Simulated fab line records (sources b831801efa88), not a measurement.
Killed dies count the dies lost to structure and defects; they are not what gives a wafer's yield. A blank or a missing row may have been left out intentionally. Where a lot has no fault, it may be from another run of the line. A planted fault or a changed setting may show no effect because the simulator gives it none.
Chamber matching + flow gf180mcu + GF_V4_ETCH_16 on rie diel-01: 4 sister chambers
The step etches BARC in N2/H2. 4 wafers are shown with their chamber, then 10 later ones without.

## WAFERS WITH THEIR CHAMBER
| wafer  | chamber | drypump motor current A (A) |
|--------|---------|-----------------------------|
| L085.2 | 2       | 6.05                        |
| L085.3 | 3       | 5.71                        |
| L085.4 | 0       | 5.75                        |
| L085.5 | 1       | 6.03                        |

## WAFERS MISSING THEIR CHAMBER
| wafer  | drypump motor current A (A) |
|--------|-----------------------------|
| L085.6 | 6.06                        |
| L087.1 | 6.03                        |
| L087.3 | 5.79                        |
| L087.4 | 6.06                        |
| L095.1 | 5.76                        |
| L095.2 | 6.04                        |
| L095.3 | 6.03                        |
| L095.4 | 5.73                        |
| L095.5 | 5.76                        |
| L095.6 | 5.73                        |

## CHAMBER TAKEN BY EACH
| wafer  | from the rows above     | in truth |
|--------|-------------------------|----------|
| L085.6 | can't be placed: 2 or 1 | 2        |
| L087.1 | can't be placed: 1 or 2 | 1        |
| L087.3 | 0                       | 0        |
| L087.4 | can't be placed: 2 or 1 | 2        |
| L095.1 | 0                       | 0        |
| L095.2 | can't be placed: 1 or 2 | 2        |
| L095.3 | can't be placed: 1 or 2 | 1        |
| L095.4 | can't be placed: 0 or 3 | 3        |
| L095.5 | 0                       | 0        |
| L095.6 | can't be placed: 0 or 3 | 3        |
Placed correctly: 3 of 10. Not placeable from these rows: 7 (in 7, the candidates include the true chamber). 0 placed wrongly.
How it was worked out, from the rows above alone: a wafer's distance from a chamber is the root of the sum, over the readings, of the square of ((its reading less the chamber's mean) divided by the reading's scatter). The wafer belongs to the nearest chamber; if the next one is less than 2 further off, it can't be placed. A chamber's mean is the mean of its shown wafers. The scatter: with one shown wafer a chamber, the root of the mean of the squares of how far each hidden wafer lies from its nearest shown one.
